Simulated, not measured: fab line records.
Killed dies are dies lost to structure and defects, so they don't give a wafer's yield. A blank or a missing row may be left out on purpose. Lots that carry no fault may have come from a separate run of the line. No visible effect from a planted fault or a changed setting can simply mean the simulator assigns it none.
Which tool is to blame? :: flow sky130 :: Sampling: 14 lots, 42 wafers, 2 of 708 route steps

## WHAT EACH GAUGE READ, for each wafer
SKY_CAP2M_RS_MEAS_03: uses a four-point probe to measure. Usual: CAP2M_TIN_RS gives 6.94 ohm/sq (standard deviation 0.091).
lot: L509
measured: day 40 11:54
on: film metro-01
CAP2M_TIN_RS (ohm/sq): 6.80 6.91 6.94
flag: 

lot: L510
measured: day 40 16:23
on: film metro-01
CAP2M_TIN_RS (ohm/sq): 6.91 6.96 7.02
flag: 

lot: L511
measured: day 40 16:46
on: film metro-04
CAP2M_TIN_RS (ohm/sq): 6.96 6.99 6.86
flag: 

lot: L512
measured: day 40 23:37
on: film metro-02
CAP2M_TIN_RS (ohm/sq): 7.07 7.07 6.98
flag: 

lot: L514
measured: day 41 21:38
on: film metro-01
CAP2M_TIN_RS (ohm/sq): 6.95 6.95 6.94
flag: 

lot: L515
measured: day 42 08:25
on: film metro-01
CAP2M_TIN_RS (ohm/sq): 6.90 6.93 6.92
flag: 

lot: L516
measured: day 42 12:09
on: film metro-02
CAP2M_TIN_RS (ohm/sq): 6.74 6.87 6.89
flag: 

lot: L518
measured: day 42 23:56
on: film metro-02
CAP2M_TIN_RS (ohm/sq): 6.91 6.95 7.00
flag: 

lot: L519
measured: day 43 02:29
on: film metro-04
CAP2M_TIN_RS (ohm/sq): 7.05 7.00 7.03
flag: 

lot: L520
measured: day 43 06:58
on: film metro-02
CAP2M_TIN_RS (ohm/sq): 6.94 6.90 6.87
flag: 

lot: L521
measured: day 43 14:33
on: film metro-04
CAP2M_TIN_RS (ohm/sq): 6.72 6.81 6.97
flag: 

lot: L522
measured: day 44 02:09
on: film metro-01
CAP2M_TIN_RS (ohm/sq): 6.92 6.79 6.91
flag: 

lot: L530
measured: day 46 04:04
on: film metro-02
CAP2M_TIN_RS (ohm/sq): 6.84 6.87 6.93
flag: 

lot: L531
measured: day 46 04:40
on: film metro-01
CAP2M_TIN_RS (ohm/sq): 7.04 6.96 7.13
flag: 

## EACH LOT AND THE TOOL THAT RAN IT (in order: tool; ch and the chambers of the sampled wafers; start)
lot: L509
SKY_METAL4_SPUTTER_03: pvd sputter-04, day 40 11:37

lot: L510
SKY_METAL4_SPUTTER_03: pvd sputter-04, day 40 16:05

lot: L511
SKY_METAL4_SPUTTER_03: pvd sputter-01, day 40 16:25

lot: L512
SKY_METAL4_SPUTTER_03: pvd sputter-04, day 40 23:17

lot: L514
SKY_METAL4_SPUTTER_03: pvd sputter-04, day 41 21:21

lot: L515
SKY_METAL4_SPUTTER_03: pvd sputter-04, day 42 08:10

lot: L516
SKY_METAL4_SPUTTER_03: pvd sputter-03, day 42 11:53

lot: L518
SKY_METAL4_SPUTTER_03: pvd sputter-04, day 42 23:40

lot: L519
SKY_METAL4_SPUTTER_03: pvd sputter-03, day 43 02:12

lot: L520
SKY_METAL4_SPUTTER_03: pvd sputter-01, day 43 06:41

lot: L521
SKY_METAL4_SPUTTER_03: pvd sputter-04, day 43 14:17

lot: L522
SKY_METAL4_SPUTTER_03: pvd sputter-01, day 44 01:53

lot: L530
SKY_METAL4_SPUTTER_03: pvd sputter-03, day 46 03:47

lot: L531
SKY_METAL4_SPUTTER_03: pvd sputter-04, day 46 04:23
- SKY_METAL4_SPUTTER_03: material Ti, target thk 5 nm, time 3.3 s.

## WHAT THE TOOLS THEMSELVES READ (means of the sampled wafers that have a number; where no wafer has one, the mark that the record gives instead)
SKY_METAL4_SPUTTER_03. Usual: throttle valve pct at 29.8 %, with a standard deviation of 1.2.
lot: L509
tool: pvd sputter-04
throttle valve pct (%): 29.1
flag: 

lot: L510
tool: pvd sputter-04
throttle valve pct (%): 28.9
flag: 

lot: L511
tool: pvd sputter-01
throttle valve pct (%): 29.4
flag: 

lot: L512
tool: pvd sputter-04
throttle valve pct (%): 29.5
flag: 

lot: L514
tool: pvd sputter-04
throttle valve pct (%): 29.5
flag: 

lot: L515
tool: pvd sputter-04
throttle valve pct (%): 29.0
flag: 

lot: L516
tool: pvd sputter-03
throttle valve pct (%): 29.8
flag: 

lot: L518
tool: pvd sputter-04
throttle valve pct (%): 29.6
flag: 

lot: L519
tool: pvd sputter-03
throttle valve pct (%): 30.2
flag: 

lot: L520
tool: pvd sputter-01
throttle valve pct (%): 30.3
flag: 

lot: L521
tool: pvd sputter-04
throttle valve pct (%): 29.7
flag: 

lot: L522
tool: pvd sputter-01
throttle valve pct (%): 29.7
flag: 

lot: L530
tool: pvd sputter-03
throttle valve pct (%): 29.6
flag: 

lot: L531
tool: pvd sputter-04
throttle valve pct (%): 28.9
flag: 

## THE ANSWER, worked out from the rows above alone
Rule: lot off if the mean of its wafers having a number is beyond 3 standard deviations from the usual mean. A lot without any number at a reading at which 4 lots or more have one is off too. Where the step has rows for the other lots, those lots are counted as sound. Order of review: gauges by route order, followed by the tools' own readings, for which a lot's mean as printed above is used. At the first step where some lot is off, the reading lying furthest off is the one used; lots without a number count as furthest.
Across all readings shown, no lot is off: no conclusion can be drawn from this.

## WHAT HAD BEEN PUT IN BY THE SIMULATOR
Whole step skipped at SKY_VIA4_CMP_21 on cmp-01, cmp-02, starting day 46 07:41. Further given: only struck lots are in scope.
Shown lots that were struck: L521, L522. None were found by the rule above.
